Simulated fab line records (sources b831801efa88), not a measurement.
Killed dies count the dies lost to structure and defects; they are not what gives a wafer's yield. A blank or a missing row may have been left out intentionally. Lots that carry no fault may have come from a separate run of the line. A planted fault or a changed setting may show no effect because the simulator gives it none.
Code-filled problem report in 8D (eight disciplines) form :: flow sky130 :: the parts of the form that need people (team, actions taken, sign-off) are left out

1. THE PROBLEM
cd nm at SKY_METAL3_CD_MEAS_13 reads a mean of 252.8 nm on 5 wafers of 2 lots; wafers without a fault read 300.2 nm with a standard deviation of 1.4. That is -34 standard deviations from the usual mean.
The step: target cd 300 nm.
Earliest sighting: wafer L244.2 on cd sem-02 at day 41 09:29. The record holds 41 wafers of 14 lots with a number at this step. Rule for "out", or "out of limits": more than 4 standard deviations from the usual mean. The rest of the wafers with a number are treated as sound.

2. WHAT IT IS; WHAT IT IS NOT
question: which readings at this step
is: cd nm
is not: -

question: which lots
is: L244, L245
is not: L240, L241, L242, L243, L249, L253, L255, L258, L259, L260, L261, L263

question: which wafers of those lots
is: all that have a number
is not: -

question: read on which gauges
is: cd sem-02
is not: cd sem-01

question: when
is: from day 41 09:29
is not: up to then (12 sound wafers); but 24 sound wafers of L249, L253, L255, L258, L259, L260, L261, L263 came after

3. WHAT RULES OUT EACH SUSPECT
Counting: a tool at any process step up to the reading remains a suspect when it ran all the lots that are out and ran no sound lot after the first of those.
- the gauge at SKY_METAL3_CD_MEAS_13: kept. All the wafers that are out were read on cd sem-02, and no step on other tools shows them out.
- krf scanner-01 at SKY_METAL3_EXPOSE_10 (exposes mask MM3, target cd 300 nm): ruled out as a lasting fault. Following L244 (day 40 20:41), the first lot on it that is out, the sound lots L258, L259, L260 were run on it.
The count leaves cd sem-02 at SKY_METAL3_CD_MEAS_13.

4. THE CAUSE (what the simulator had put in)
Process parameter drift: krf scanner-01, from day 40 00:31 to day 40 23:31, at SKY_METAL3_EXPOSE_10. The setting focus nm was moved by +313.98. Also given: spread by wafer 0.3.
Counting ruled it out, wrongly: the rule takes a fault to strike every lot that its tool runs from its start on, and this one did not.

5. THE EFFECT CHAIN, in route order
Each row: a reading where the mean over the struck wafers with a number is more than 3 standard deviations away from the usual. Only readings for which the record gives a usual standard deviation are gone through. hours: the time from each lot's start at the first step in this table that gives one to its start at this step, as a median over the lots. sigmas: the change in usual standard deviations.
hours: 0
step: SKY_METAL3_CD_MEAS_13
reading: cd nm
usual: 300.2 nm
on struck wafers: 252.8
change: -47.4
sigmas: -34

6. HOW IT WOULD HAVE BEEN CAUGHT EARLIER
Counted from the fault's start at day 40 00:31, it took 33 hours until the first out-of-limits reading at a measuring or inspecting step in this record, taken at day 41 09:29.
